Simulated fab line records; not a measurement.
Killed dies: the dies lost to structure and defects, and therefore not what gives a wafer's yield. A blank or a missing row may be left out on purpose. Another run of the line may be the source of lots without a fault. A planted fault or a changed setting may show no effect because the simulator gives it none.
Which tool was responsible? || flow sky130 || 32 wafers from 11 lots sampled at 7 of the route's 708 steps

## WHAT THE GAUGES SHOWED, per wafer
SKY_POLY_CUT_OVL_MEAS_09.
{"lot": "L973", "measured": "day 25 04:23", "on": "overlay-02", "POLY_CUT_OVL (nm)": "2 0 2"}
{"lot": "L975", "measured": "day 25 13:20", "on": "overlay-02", "POLY_CUT_OVL (nm)": "-7 2 1"}
{"lot": "L976", "measured": "day 26 00:23", "on": "overlay-02", "POLY_CUT_OVL (nm)": "-1 5 -5"}
{"lot": "L980", "measured": "day 27 07:59", "on": "overlay-01", "POLY_CUT_OVL (nm)": "5 -2 7"}
{"lot": "L981", "measured": "day 27 20:32", "on": "overlay-02", "POLY_CUT_OVL (nm)": "-3 -4 0"}
{"lot": "L990", "measured": "day 30 11:56", "on": "overlay-01", "POLY_CUT_OVL (nm)": "1 2 8"}
{"lot": "L992", "measured": "day 31 09:37", "on": "overlay-02", "POLY_CUT_OVL (nm)": "-3 -5 0"}
{"lot": "L993", "measured": "day 31 16:19", "on": "overlay-02", "POLY_CUT_OVL (nm)": "-6 -13 -8"}
{"lot": "L994", "measured": "day 31 20:09", "on": "overlay-02", "POLY_CUT_OVL (nm)": "3 -3 -4"}
{"lot": "L995", "measured": "day 31 23:56", "on": "overlay-02", "POLY_CUT_OVL (nm)": "-3 -3 -7"}
{"lot": "L996", "measured": "day 32 02:17", "on": "overlay-02", "POLY_CUT_OVL (nm)": "11 12"}

SKY_SD_N_OVL_MEAS_08.
{"lot": "L973", "measured": "day 28 18:43", "on": "overlay-01", "SD_N_OVL (nm)": "0.0 -0.6 -0.2"}
{"lot": "L975", "measured": "day 29 02:47", "on": "overlay-02", "SD_N_OVL (nm)": "0.5 0.5 1.8"}
{"lot": "L976", "measured": "day 29 12:13", "on": "overlay-02", "SD_N_OVL (nm)": "-0.6 -0.4 -0.3"}
{"lot": "L980", "measured": "day 30 19:48", "on": "overlay-02", "SD_N_OVL (nm)": "-1.0 -1.8 -1.5"}
{"lot": "L981", "measured": "day 31 06:45", "on": "overlay-01", "SD_N_OVL (nm)": "-0.8 -0.8 -0.7"}
{"lot": "L990", "measured": "day 33 21:40", "on": "overlay-01", "SD_N_OVL (nm)": "-0.8 0.6 1.1"}
{"lot": "L992", "measured": "day 34 18:58", "on": "overlay-01", "SD_N_OVL (nm)": "0.2 1.8 2.0"}
{"lot": "L993", "measured": "day 35 00:43", "on": "overlay-01", "SD_N_OVL (nm)": "0.8 -0.2 1.2"}
{"lot": "L994", "measured": "day 35 04:02", "on": "overlay-02", "SD_N_OVL (nm)": "1.2 0.3 0.9"}
{"lot": "L995", "measured": "day 35 08:56", "on": "overlay-01", "SD_N_OVL (nm)": "-1.2 0.2 2.0"}
{"lot": "L996", "measured": "day 35 11:16", "on": "overlay-01", "SD_N_OVL (nm)": "-1.1 -2.1"}

SKY_LI_CONTACT_THK_MEAS_01.
{"lot": "L973", "measured": "day 28 19:55", "on": "film metro-01", "LI_CONTACT_HDPCVD_THK (nm)": "928 932 943"}
{"lot": "L975", "measured": "day 29 03:59", "on": "film metro-01", "LI_CONTACT_HDPCVD_THK (nm)": "927 934 920"}
{"lot": "L976", "measured": "day 29 13:28", "on": "film metro-01", "LI_CONTACT_HDPCVD_THK (nm)": "933 927 928"}
{"lot": "L980", "measured": "day 30 21:00", "on": "film metro-03", "LI_CONTACT_HDPCVD_THK (nm)": "939 557 942"}
{"lot": "L981", "measured": "day 31 07:57", "on": "film metro-02", "LI_CONTACT_HDPCVD_THK (nm)": "932 556 944"}
{"lot": "L990", "measured": "day 33 23:01", "on": "film metro-01", "LI_CONTACT_HDPCVD_THK (nm)": "918 935 925"}
{"lot": "L992", "measured": "day 34 20:10", "on": "film metro-02", "LI_CONTACT_HDPCVD_THK (nm)": "919 935 933"}
{"lot": "L993", "measured": "day 35 02:04", "on": "film metro-02", "LI_CONTACT_HDPCVD_THK (nm)": "940 922 913"}
{"lot": "L994", "measured": "day 35 05:14", "on": "film metro-03", "LI_CONTACT_HDPCVD_THK (nm)": "941 931 944"}
{"lot": "L995", "measured": "day 35 11:20", "on": "film metro-01", "LI_CONTACT_HDPCVD_THK (nm)": "942 950 953"}
{"lot": "L996", "measured": "day 35 12:29", "on": "film metro-02", "LI_CONTACT_HDPCVD_THK (nm)": "926 920"}

SKY_LI_CONTACT_RS_MEAS_22: the measuring method here is four-point-probe.
{"lot": "L973", "measured": "day 30 00:15", "on": "film metro-01", "LI_CONTACT_W_RS (ohm/sq)": "0.287 0.285 0.286"}
{"lot": "L975", "measured": "day 30 08:17", "on": "film metro-03", "LI_CONTACT_W_RS (ohm/sq)": "0.278 0.282 0.281"}
{"lot": "L976", "measured": "day 30 18:47", "on": "film metro-01", "LI_CONTACT_W_RS (ohm/sq)": "0.281 0.281 0.285"}
{"lot": "L980", "measured": "day 32 01:00", "on": "film metro-01", "LI_CONTACT_W_RS (ohm/sq)": "0.284 0.279 0.280"}
{"lot": "L981", "measured": "day 32 11:58", "on": "film metro-03", "LI_CONTACT_W_RS (ohm/sq)": "0.286 0.287 0.286"}
{"lot": "L990", "measured": "day 35 02:29", "on": "film metro-02", "LI_CONTACT_W_RS (ohm/sq)": "0.286 0.290 0.290"}
{"lot": "L992", "measured": "day 35 23:32", "on": "film metro-02", "LI_CONTACT_W_RS (ohm/sq)": "0.287 0.289 0.286"}
{"lot": "L993", "measured": "day 36 05:01", "on": "film metro-03", "LI_CONTACT_W_RS (ohm/sq)": "0.287 0.287 0.287"}
{"lot": "L994", "measured": "day 36 09:15", "on": "film metro-01", "LI_CONTACT_W_RS (ohm/sq)": "0.284 0.287 0.286"}
{"lot": "L995", "measured": "day 36 14:41", "on": "film metro-03", "LI_CONTACT_W_RS (ohm/sq)": "0.287 0.288 0.288"}
{"lot": "L996", "measured": "day 36 15:19", "on": "film metro-02", "LI_CONTACT_W_RS (ohm/sq)": "0.287 0.286"}

## WHICH TOOL RAN EACH LOT (tool, then ch and the chambers of the sampled wafers, then the start)
{"lot": "L973", "SKY_LI_CONTACT_HDPCVD_00": "hdpcvd-02 ch 1,2, day 28 19:49", "SKY_LI_CONTACT_CMP_02": "cmp-01 ch 0,1, day 28 20:02", "SKY_LI_CONTACT_ETCH_15": "rie diel-03 ch 1,3, day 29 23:37"}
{"lot": "L975", "SKY_LI_CONTACT_HDPCVD_00": "hdpcvd-02 ch 0,2, day 29 03:53", "SKY_LI_CONTACT_CMP_02": "cmp-02 ch 0,1,2, day 29 04:08", "SKY_LI_CONTACT_ETCH_15": "rie diel-04 ch 1,2,3, day 30 07:39"}
{"lot": "L976", "SKY_LI_CONTACT_HDPCVD_00": "hdpcvd-01 ch 0,1, day 29 13:20", "SKY_LI_CONTACT_CMP_02": "cmp-02 ch 0,1,2, day 29 13:33", "SKY_LI_CONTACT_ETCH_15": "rie diel-04 ch 1,2,3, day 30 18:07"}
{"lot": "L980", "SKY_LI_CONTACT_HDPCVD_00": "hdpcvd-01 ch 0,1, day 30 20:54", "SKY_LI_CONTACT_CMP_02": "cmp-02 ch 0,1,2, day 30 21:04", "SKY_LI_CONTACT_ETCH_15": "rie diel-03 ch 1,2, day 32 00:22"}
{"lot": "L981", "SKY_LI_CONTACT_HDPCVD_00": "hdpcvd-01 ch 0,1,2, day 31 07:51", "SKY_LI_CONTACT_CMP_02": "cmp-02 ch 0,2, day 31 08:20", "SKY_LI_CONTACT_ETCH_15": "rie diel-03 ch 2,3, day 32 11:20"}
{"lot": "L990", "SKY_LI_CONTACT_HDPCVD_00": "hdpcvd-01 ch 0,1, day 33 22:54", "SKY_LI_CONTACT_CMP_02": "cmp-02 ch 0,1,3, day 33 23:13", "SKY_LI_CONTACT_ETCH_15": "rie diel-01 ch 0,1,3, day 35 01:48"}
{"lot": "L992", "SKY_LI_CONTACT_HDPCVD_00": "hdpcvd-01 ch 1,2, day 34 20:03", "SKY_LI_CONTACT_CMP_02": "cmp-01 ch 0,2,3, day 34 20:26", "SKY_LI_CONTACT_ETCH_15": "rie diel-03 ch 0,1,3, day 35 22:53"}
{"lot": "L993", "SKY_LI_CONTACT_HDPCVD_00": "hdpcvd-01 ch 0,1,2, day 35 01:58", "SKY_LI_CONTACT_CMP_02": "cmp-01 ch 0,2, day 35 02:10", "SKY_LI_CONTACT_ETCH_15": "rie diel-01 ch 1,2,3, day 36 04:21"}
{"lot": "L994", "SKY_LI_CONTACT_HDPCVD_00": "hdpcvd-01 ch 1,2, day 35 05:08", "SKY_LI_CONTACT_CMP_02": "cmp-02 ch 0,1,3, day 35 05:17", "SKY_LI_CONTACT_ETCH_15": "rie diel-03 ch 0,2,3, day 36 08:35"}
{"lot": "L995", "SKY_LI_CONTACT_HDPCVD_00": "hdpcvd-01 ch 0,1, day 35 11:14", "SKY_LI_CONTACT_CMP_02": "cmp-01 ch 0,1,2, day 35 11:23", "SKY_LI_CONTACT_ETCH_15": "rie diel-01 ch 2,3, day 36 14:02"}
{"lot": "L996", "SKY_LI_CONTACT_HDPCVD_00": "hdpcvd-02 ch 0,2, day 35 12:22", "SKY_LI_CONTACT_CMP_02": "cmp-02 ch 0,1, day 35 12:41", "SKY_LI_CONTACT_ETCH_15": "rie diel-03 ch 0,1, day 36 14:37"}
- SKY_LI_CONTACT_HDPCVD_00: deposits PSG, target thk 930 nm, time 155 s.
- SKY_LI_CONTACT_CMP_02: polishes PSG.
- SKY_LI_CONTACT_ETCH_15: etches PSG in C4F8/O2/Ar, stops on Si, target depth 600 nm.

## WHAT THE TOOLS THEMSELVES READ (means of the sampled wafers that have a number; where no wafer has one, the mark that the record gives instead)
SKY_LI_CONTACT_HDPCVD_00.
{"lot": "L973", "tool": "hdpcvd-02", "susceptor temp C (C)": 600.13}
{"lot": "L975", "tool": "hdpcvd-02", "susceptor temp C (C)": 600.02}
{"lot": "L976", "tool": "hdpcvd-01", "susceptor temp C (C)": 599.93}
{"lot": "L980", "tool": "hdpcvd-01", "susceptor temp C (C)": 600.65}
{"lot": "L981", "tool": "hdpcvd-01", "susceptor temp C (C)": 600.17}
{"lot": "L990", "tool": "hdpcvd-01", "susceptor temp C (C)": 599.73}
{"lot": "L992", "tool": "hdpcvd-01", "susceptor temp C (C)": 599.95}
{"lot": "L993", "tool": "hdpcvd-01", "susceptor temp C (C)": 600.35}
{"lot": "L994", "tool": "hdpcvd-01", "susceptor temp C (C)": 599.98}
{"lot": "L995", "tool": "hdpcvd-01", "susceptor temp C (C)": 600.03}
{"lot": "L996", "tool": "hdpcvd-02", "susceptor temp C (C)": 600.26}

SKY_LI_CONTACT_CMP_02.
{"lot": "L973", "tool": "cmp-01", "motor current A (A)": 12.3, "platen rpm (rpm)": 60.00, "slurry filter dp kPa (kPa)": 13.41, "time to endpoint s (s)": 37}
{"lot": "L975", "tool": "cmp-02", "motor current A (A)": 13.5, "platen rpm (rpm)": 60.02, "slurry filter dp kPa (kPa)": 13.53, "time to endpoint s (s)": 30}
{"lot": "L976", "tool": "cmp-02", "motor current A (A)": 13.1, "platen rpm (rpm)": 60.00, "slurry filter dp kPa (kPa)": 13.44, "time to endpoint s (s)": 28}
{"lot": "L980", "tool": "cmp-02", "motor current A (A)": 13.3, "platen rpm (rpm)": 59.97, "slurry filter dp kPa (kPa)": 13.39, "time to endpoint s (s)": 25}
{"lot": "L981", "tool": "cmp-02", "motor current A (A)": 11.8, "platen rpm (rpm)": 59.98, "slurry filter dp kPa (kPa)": 13.54, "time to endpoint s (s)": 26}
{"lot": "L990", "tool": "cmp-02", "motor current A (A)": 12.9, "platen rpm (rpm)": 59.94, "slurry filter dp kPa (kPa)": 13.62, "time to endpoint s (s)": 31}
{"lot": "L992", "tool": "cmp-01", "motor current A (A)": 10.8, "platen rpm (rpm)": 59.97, "slurry filter dp kPa (kPa)": 13.41, "time to endpoint s (s)": 36}
{"lot": "L993", "tool": "cmp-01", "motor current A (A)": 10.9, "platen rpm (rpm)": 59.99, "slurry filter dp kPa (kPa)": 13.54, "time to endpoint s (s)": 39}
{"lot": "L994", "tool": "cmp-02", "motor current A (A)": 13.0, "platen rpm (rpm)": 59.99, "slurry filter dp kPa (kPa)": 13.50, "time to endpoint s (s)": 29}
{"lot": "L995", "tool": "cmp-01", "motor current A (A)": 11.3, "platen rpm (rpm)": 59.99, "slurry filter dp kPa (kPa)": 13.48, "time to endpoint s (s)": 38}
{"lot": "L996", "tool": "cmp-02", "motor current A (A)": 14.0, "platen rpm (rpm)": 59.95, "slurry filter dp kPa (kPa)": 13.47, "time to endpoint s (s)": 30}

SKY_LI_CONTACT_ETCH_15.
{"lot": "L973", "tool": "rie diel-03", "oes product au (a.u.)": 0.838}
{"lot": "L975", "tool": "rie diel-04", "oes product au (a.u.)": 0.840}
{"lot": "L976", "tool": "rie diel-04", "oes product au (a.u.)": 0.836}
{"lot": "L980", "tool": "rie diel-03", "oes product au (a.u.)": 0.823}
{"lot": "L981", "tool": "rie diel-03", "oes product au (a.u.)": 0.827}
{"lot": "L990", "tool": "rie diel-01", "oes product au (a.u.)": 0.838}
{"lot": "L992", "tool": "rie diel-03", "oes product au (a.u.)": 0.841}
{"lot": "L993", "tool": "rie diel-01", "oes product au (a.u.)": 0.838}
{"lot": "L994", "tool": "rie diel-03", "oes product au (a.u.)": 0.835}
{"lot": "L995", "tool": "rie diel-01", "oes product au (a.u.)": 0.840}
{"lot": "L996", "tool": "rie diel-03", "oes product au (a.u.)": 0.833}

## THE ANSWER, worked out from the rows above alone
Rule: usual is defined by the lots themselves. Put in order of their means at a reading, lots are off if they are a third of the lots or fewer, leave a main group of 4 or more, and stand apart from it by a gap of 3 or more times the standard deviation of the main group's means; of several such gaps the widest counts. A main group whose means are all the same, to the digits that the tables above print for the reading, isn't used. Also off: a lot with no number at a reading for which 4 or more lots have one. All remaining lots with rows at the step are treated as sound. First the gauges in route order, then the tools' own readings, where a lot's mean is used as printed above. At the first step where some lot is off, the reading lying furthest off is the one used; lots without a number count as furthest.
Off: at SKY_LI_CONTACT_THK_MEAS_01 (LI_CONTACT_HDPCVD_THK), L980, L981. Main group: mean 931 nm, sd 7.6.
A tool fits if, at a process step before that reading, it ran every lot that is off, and no sound lot after the first of them. Those tools and the gauges at SKY_LI_CONTACT_THK_MEAS_01 are tried in the same way. None of those tried fits.

## WHAT THE SIMULATOR HAD INSERTED
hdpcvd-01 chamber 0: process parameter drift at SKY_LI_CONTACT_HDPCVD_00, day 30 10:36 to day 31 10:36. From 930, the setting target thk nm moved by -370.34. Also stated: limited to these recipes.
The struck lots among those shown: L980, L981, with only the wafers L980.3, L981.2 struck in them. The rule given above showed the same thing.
